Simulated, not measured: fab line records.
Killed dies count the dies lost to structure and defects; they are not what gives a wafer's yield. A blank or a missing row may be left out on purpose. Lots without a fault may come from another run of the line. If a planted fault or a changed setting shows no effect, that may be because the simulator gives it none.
fab line records    flow sky130
record: lots: 8  wafers: 24  lastDay: 51
route steps=708 shown NWELL@33 PWDE@84 VT_ADJUST_HVTP@92 PAD_OPEN@708
lots that met no fault: from a run of the same line without faults
startH: start of the lot's first displayed wafer, in hours after the record's first day    waitH: hours since the lot's step before    " as in the row above    L1.1+2: a row that stands for several wafers    - no value, or no start given    * or withheld: withheld    < > ~ a bound
route shown NAME@n: names a module that has steps shown in the file, with the first one's number in the route    usual: average and standard deviation across the fault-free wafers    same: alike in all rows    chamber/n: place in a boat    sites: per-site readings    _std_site: standard deviation across them    _edge_site: the outer-site mean with the inner-site mean subtracted    radiusMm: for every site, how far away it sits from the centre of the wafer    mask NAME#n: copy n    behind: tool/chamber where the wafer was last shaped    hold: why the lot went on hold/how many hours it stayed there/how the hold came to an end    device: the n, p or np transistor that did not switch    end of line: at the end of the route, the tests of the same wafers    a step without rows: its recipe alone    killed: the dies lost at the first sort to structure and to defects; this is not the yield of the wafer    map: dies across one wafer; x = killed, . = not, _ = none there
set.NAME: setting as actually run; set.NAME@STEP: the setting as run at that earlier step    model.NAME: the simulator's own value behind a step, which no gauge read
a sample of lots followed through the steps of the route, with each step as a table and each wafer as a row
services: a tool's chamber out of use, with start hour (startH, from the record's first day; less than 0 if before it), hours out, and reason
== steps ==
step: SKY_NWELL_OXIDATION_01
recipe: tempC: 900  ambient: O2  stabiliseS: 600  purgeS: 300  targetThkA: 100  oxTimeS: 1418
usual: spikeTcBottomC: 918.9/0.94  spikeTcCentreC: 902.0/0.97  spikeTcLowerC: 899.9/0.96  spikeTcTopC: 909.5/2.5  spikeTcUpperC: 901.5/1.7  tubeCenterTempC: 899.99/0.081  tube_center_temp_C_max: 902.3/0.37  zonePowerTopPct: 28.7/0.38
same: oxTimeS: 1418
lot.wafer  tool        chamber  startH  waitH  spikeTcBottomC  spikeTcCentreC  spikeTcLowerC  spikeTcTopC  spikeTcUpperC  tubeCenterTempC  tube_center_temp_C_max  zonePowerTopPct
L652.1     furnace-02  0        47.83   2.5    919.0           903.3           900.8          912.7        901.9          900              902.6                   28.7
L652.4     "           0        "       "      918.3           902.1           900.9          912.4        902.1          899.94           902.2                   28.7
L652.5     "           0        "       "      919.3           901.3           900.0          913.3        903.4          899.89           901.8                   28.8
L663.1     furnace-02  0        91.69   0.0    937.9           922.4           919.2          929.6        921.7          918.8            920.5                   29.5
L663.5     "           0        "       "      937.9           921.7           919.1          930.8        923.1          918.81           920.9                   29.9
L663.6     "           0        "       "      938.1           918.9           919.6          930.5        921.8          918.78           921.6                   29.7
L664.2     furnace-02  0        98.73   0.0    937.9           920.9           917.6          930.4        921.2          918.71           920.9                   30.0
L664.3     "           0        "       "      938.6           920.4           918.7          931.3        922.7          918.78           921.2                   29.8
L664.4     "           0        "       "      937.0           921.3           919.5          928.9        921.4          918.73           921.3                   29.7
L665.1     furnace-01  0        102.61  0.5    919.1           902.7           899.7          908.4        899.8          899.89           902.5                   28.2
L665.4     "           0        "       "      921.1           903.0           900.2          906.8        899.6          900.02           902.2                   29.0
L665.5     "           0        "       "      919.8           900.5           899.8          906.4        900.4          900.03           902.7                   28.6
L667.3     furnace-01  0        123.39  2.4    919.0           902.0           901.6          906.5        899.6          899.98           903.2                   28.9
L667.5     "           0        "       "      920.4           902.2           899.6          908.0        898.9          899.9            902.1                   28.7
L667.6     "           0        "       "      919.9           901.0           899.3          907.4        899.6          900.03           901.8                   28.3
L670.1     furnace-01  0        131.81  0.6    920.4           901.1           899.9          907.7        900.3          900.07           902.1                   28.4
L670.5     "           0        "       "      920.1           901.3           898.9          908.7        900.4          899.97           902.4                   28.4
L670.6     "           0        "       "      918.8           903.2           898.5          906.7        900.0          899.91           902.5                   28.6
L672.2     furnace-01  0        139.35  1.0    918.9           901.9           902.4          905.3        899.4          900.03           902.3                   28.3
L672.4     "           0        "       "      918.1           901.2           900.5          906.2        901.5          900.16           903.3                   28.1
L672.6     "           0        "       "      919.1           903.3           900.9          908.9        901.7          899.94           902.3                   28.2
L675.1     furnace-01  0        163.31  2.1    918.0           901.1           900.5          908.2        901.0          900.06           902.3                   27.9
L675.4     "           0        "       "      918.8           900.8           899.4          907.2        898.5          900.01           902.4                   28.7
L675.6     "           0        "       "      919.2           900.6           898.9          907.7        900.4          899.91           902.1                   28.5
step: SKY_NWELL_THK_MEAS_02
recipe: reads: SiO2_of_NWELL_OXIDATION_01
usual: NWELL_OXIDATION_THK: 9.97/0.23
lot.wafer  tool          chamber  startH  waitH  NWELL_OXIDATION_THK[nm]
L652.1     filmMetro-03  -        49.22   0.0    10.03
L652.4     "             -        "       "      10.07
L652.5     "             -        "       "      10.07
L663.1     filmMetro-04  -        93.08   0.0    12.24
L663.5     "             -        "       "      12.29
L663.6     "             -        "       "      12.37
L664.2     filmMetro-03  -        100.14  0.0    12.05
L664.3     "             -        "       "      12.13
L664.4     "             -        "       "      12.11
L665.1     filmMetro-01  -        104.00  0.0    10.27
L665.4     "             -        "       "      10.26
L665.5     "             -        "       "      10.22
L667.3     filmMetro-03  -        124.80  0.0    10.11
L667.5     "             -        "       "      9.92
L667.6     "             -        "       "      10.16
L670.1     filmMetro-01  -        133.21  0.0    10.07
L670.5     "             -        "       "      10.07
L670.6     "             -        "       "      10.18
L672.2     filmMetro-01  -        140.76  0.0    10.44
L672.4     "             -        "       "      10.14
L672.6     "             -        "       "      10.43
L675.1     filmMetro-03  -        164.70  0.0    10.00
L675.4     "             -        "       "      10.19
L675.6     "             -        "       "      10.15
step: SKY_NWELL_RS_MEAS_29
recipe: thkMeasGauge: four-point-probe
usual: NWELL_RS: 624.9/1.5
lot.wafer  tool          chamber  startH  waitH  NWELL_RS[ohm/sq]
L652.1     filmMetro-01  -        120.84  0.1    624.0
L652.4     "             -        "       "      623.1
L652.5     "             -        "       "      621.8
L663.1     filmMetro-03  -        173.07  0.1    626.8
L663.5     "             -        "       "      625.9
L663.6     "             -        "       "      626.9
L664.2     filmMetro-04  -        180.22  0.1    624.9
L664.3     "             -        "       "      625.4
L664.4     "             -        "       "      627.3
L665.1     filmMetro-04  -        184.89  0.1    625.4
L665.4     "             -        "       "      627.9
L665.5     "             -        "       "      625.6
L667.3     filmMetro-01  -        208.75  0.1    622.0
L667.5     "             -        "       "      622.1
L667.6     "             -        "       "      622.0
L670.1     filmMetro-04  -        218.82  0.1    625.9
L670.5     "             -        "       "      625.6
L670.6     "             -        "       "      626.0
L672.2     filmMetro-01  -        229.36  0.1    621.9
L672.4     "             -        "       "      623.6
L672.6     "             -        "       "      625.2
L675.1     filmMetro-01  -        256.42  0.1    621.0
L675.4     "             -        "       "      623.3
L675.6     "             -        "       "      624.2
step: SKY_NWELL_RS_MEAS_31
recipe: thkMeasGauge: four-point-probe
usual: PWDE_RS: 5278/19
lot.wafer  tool          chamber  startH  waitH  PWDE_RS[ohm/sq]
L652.1     filmMetro-01  -        121.08  0.1    5264
L652.4     "             -        "       "      5260
L652.5     "             -        "       "      5256
L663.1     filmMetro-03  -        173.31  0.1    5292
L663.5     "             -        "       "      5300
L663.6     "             -        "       "      5288
L664.2     filmMetro-04  -        180.46  0.1    5247
L664.3     "             -        "       "      5246
L664.4     "             -        "       "      5270
L665.1     filmMetro-04  -        185.13  0.1    5283
L665.4     "             -        "       "      5293
L665.5     "             -        "       "      5285
L667.3     filmMetro-01  -        208.99  0.1    5262
L667.5     "             -        "       "      5271
L667.6     "             -        "       "      5259
L670.1     filmMetro-04  -        219.06  0.1    5275
L670.5     "             -        "       "      5277
L670.6     "             -        "       "      5262
L672.2     filmMetro-01  -        229.60  0.1    5280
L672.4     "             -        "       "      5270
L672.6     "             -        "       "      5277
L675.1     filmMetro-01  -        256.66  0.1    5271
L675.4     "             -        "       "      5289
L675.6     "             -        "       "      5284
step: SKY_VT_ADJUST_HVTP_CD_MEAS_07
recipe: targetCdNm: 380
usual: cdNm: 379.2/2.9
lot.wafer  tool      chamber  startH  waitH  cdNm
L652.1     cdSem-01  -        139.87  0.1    382.6
L652.4     "         -        "       "      381.2
L652.5     "         -        "       "      382.3
L663.1     cdSem-01  -        194.88  0.1    373.2
L663.5     "         -        "       "      373.3
L663.6     "         -        "       "      373.9
L664.2     cdSem-01  -        201.60  0.1    378.1
L664.3     "         -        "       "      376.7
L664.4     "         -        "       "      380.5
L665.1     cdSem-01  -        207.32  0.1    377.1
L665.4     "         -        "       "      378.7
L665.5     "         -        "       "      377.9
L667.3     cdSem-01  -        231.78  0.1    374.5
L667.5     "         -        "       "      377.0
L667.6     "         -        "       "      375.7
L670.1     cdSem-02  -        241.99  0.1    377.8
L670.5     "         -        "       "      378.9
L670.6     "         -        "       "      378.6
L672.2     cdSem-02  -        253.01  0.1    376.6
L672.4     "         -        "       "      376.2
L672.6     "         -        "       "      378.8
L675.1     cdSem-02  -        281.14  0.1    376.4
L675.4     "         -        "       "      376.6
L675.6     "         -        "       "      380.6
step: SKY_PAD_OPEN_PROBE_99
usual: killed_at_M0_to_M3: 43/6.6  killed_at_M4_up: 3.1/1.9  killedAtContacts: 24/5.2  killedAtFrontEnd: 16/4.5  killedAtOther: 0.4/0.62  killedDies: 87/9  killedOpen: 48/7  killedShort: 39/6.2
same: grossDies: 492  killedAtBackSide: 0
lot.wafer  tool       chamber  startH   waitH  killed_at_M0_to_M3  killed_at_M4_up  killedAtContacts  killedAtFrontEnd  killedAtOther  killedDies  killedOpen  killedShort
L663.1     prober-02  -        1152.15  0.1    43                  0                32                14                2              91          49          41
L663.5     prober-02  -        1152.35  0.2    48                  2                26                19                1              96          48          47
L663.6     prober-02  -        1152.40  0.2    44                  4                28                22                0              98          56          42
killed by level:class
L663.1 CONTACT:geometricParticle:open=12 VIA1:geometricParticle:open=10 VIA2:geometricParticle:open=9 CONTACT:geometricParticle:short=7 VIA3:geometricParticle:open=6 POLY_GATE:geometricParticle:short=5 LI_CONTACT:geometricParticle:open=5 LI_CONTACT:geometricParticle:short=4
L663.5 VIA1:geometricParticle:open=12 LOCAL_INTERCONNECT:geometricParticle:short=9 CONTACT:geometricParticle:open=8 VIA2:geometricParticle:open=7 POLY_GATE:geometricParticle:short=7 METAL1:geometricParticle:short=7 METAL2:geometricParticle:short=6 VIA3:geometricParticle:open=5
L663.6 CONTACT:geometricParticle:open=14 VIA1:geometricParticle:open=7 VIA2:geometricParticle:open=7 VIA3:geometricParticle:open=7 FIELD_ISO:geometricParticle:short=6 POLY_GATE:geometricParticle:short=6 LI_CONTACT:geometricParticle:open=6 POLY_GATE:geometricParticle:open=5
== services ==
tool        chamber  startH  hours  kind
furnace-02  -        141.03  3.4    pm
furnace-01  -        147.88  3.1    pm
== key ==
firstSign: step: SKY_NWELL_OXIDATION_01  reading: tubeCenterTempC  direction: up  sigmas: 99+  usual: *  struck: *
effect: step: SKY_NWELL_OXIDATION_01  reading: tube_center_temp_C_max  direction: up  sigmas: 51  usual: *  struck: *
effect: step: SKY_NWELL_THK_MEAS_02  reading: NWELL_OXIDATION_THK  direction: up  sigmas: 9.7  usual: 9.97  struck: 12.20
metAt SKY_NWELL_OXIDATION_01
struckLots L663,L664
testerLeftOut L663,L664
notActingAt SKY_NWELL_RS_MEAS_29,SKY_NWELL_RS_MEAS_31,SKY_VT_ADJUST_HVTP_CD_MEAS_07
onsetBetween 47.83 91.69
fault: kind: processParameterDrift  tool: furnace-02  chamber: -  onsetH: 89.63  steps: SKY_NWELL_OXIDATION_01  channel: tempC  offset: *  shape: step  endH: 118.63  actsIn: *  stated: *
testerLeftOut: of these lots the tester's yield and bins aren't shown, on N5 and GAA mostly nor the transistor test; their killed dies are dies lost to structure and defects alone, not to doping, threshold or leakage, so they don't give the yield
